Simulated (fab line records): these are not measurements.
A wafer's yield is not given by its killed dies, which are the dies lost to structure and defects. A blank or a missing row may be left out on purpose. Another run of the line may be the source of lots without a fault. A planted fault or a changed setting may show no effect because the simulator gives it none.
Which tool did it? -- flow sky130 -- 9 lots, 27 wafers sampled, at 3 steps of a route of 708

WHAT EACH GAUGE READ, for each wafer
SKY_METAL1_CD_MEAS_15: the cd target is 140 nm.
lot,measured,on,cd-nm (nm)
L129,day 36 00:17,cd-sem-01,140.0 140.5 140.7
L130,day 36 09:25,cd-sem-02,142.5 141.4 141.5
L131,day 36 18:56,cd-sem-01,141.0 141.8 140.8
L132,day 36 23:37,cd-sem-02,139.8 139.3 137.7
L133,day 38 08:43,cd-sem-02,136.8 139.1 138.9
L136,day 38 10:05,cd-sem-01,142.1 141.0 141.1
L137,day 38 18:43,cd-sem-02,144.1 143.4 143.0
L138,day 39 11:31,cd-sem-01,140.6 140.8 141.2
L139,day 40 04:29,cd-sem-01,141.5 141.9 142.5

WHICH TOOL RAN EACH LOT (tool, then ch and the chambers of the sampled wafers, then the start)
lot,SKY_METAL1_SPUTTER_00,SKY_METAL1_SPUTTER_01
L129,"pvd-sputter-04, day 34 22:05","pvd-sputter-04, day 34 22:06"
L130,"pvd-sputter-02, day 35 07:24","pvd-sputter-02, day 35 07:25"
L131,"pvd-sputter-02, day 35 16:18","pvd-sputter-02, day 35 16:20"
L132,"pvd-sputter-02, day 35 20:40","pvd-sputter-02, day 35 20:41"
L133,"pvd-sputter-02, day 37 06:45","pvd-sputter-02, day 37 06:46"
L136,"pvd-sputter-02, day 37 08:23","pvd-sputter-02, day 37 08:24"
L137,"pvd-sputter-04, day 37 17:36","pvd-sputter-04, day 37 17:37"
L138,"pvd-sputter-02, day 38 10:37","pvd-sputter-02, day 38 10:38"
L139,"pvd-sputter-04, day 39 04:03","pvd-sputter-04, day 39 04:04"
- SKY_METAL1_SPUTTER_00: material Ti, target thk 15 nm, time 10 s.
- SKY_METAL1_SPUTTER_01: material TiN, target thk 20 nm, time 16.7 s.

AS READ BY THE TOOLS THEMSELVES (means over the sampled wafers that have a number; for cases with no such wafer, the mark the record gives instead)
SKY_METAL1_SPUTTER_00.
lot,tool,throttle-valve-pct (%)
L129,pvd-sputter-04,30.8
L130,pvd-sputter-02,29.5
L131,pvd-sputter-02,29.0
L132,pvd-sputter-02,29.9
L133,pvd-sputter-02,29.9
L136,pvd-sputter-02,29.3
L137,pvd-sputter-04,29.1
L138,pvd-sputter-02,29.3
L139,pvd-sputter-04,31.0

SKY_METAL1_SPUTTER_01.
lot,tool,throttle-valve-pct (%)
L129,pvd-sputter-04,31.0
L130,pvd-sputter-02,29.8
L131,pvd-sputter-02,29.0
L132,pvd-sputter-02,29.8
L133,pvd-sputter-02,30.0
L136,pvd-sputter-02,29.5
L137,pvd-sputter-04,29.0
L138,pvd-sputter-02,29.3
L139,pvd-sputter-04,31.0

THE ANSWER, worked out from the rows above alone
Rule: usual is defined by the lots themselves. Put in order of their means at a reading, lots are off if they are a third of the lots or fewer, leave a main group of 4 or more, and stand apart from it by a gap of 3 or more times the standard deviation of the main group's means; of several such gaps the widest counts. A main group is skipped when, at the precision printed for the reading in the tables above, its means are all equal. A lot without any number at a reading at which 4 lots or more have one is off too. The other lots that the step has rows for count as sound. Order of review: gauges by route order, followed by the tools' own readings, for which a lot's mean as printed above is used. The first step at which some lot is off is used, and at that step the reading that is off furthest; a lot without a number counts as furthest.
None of the lots is off at any reading shown; this tells nothing.

WHAT THE SIMULATOR HAD PUT IN
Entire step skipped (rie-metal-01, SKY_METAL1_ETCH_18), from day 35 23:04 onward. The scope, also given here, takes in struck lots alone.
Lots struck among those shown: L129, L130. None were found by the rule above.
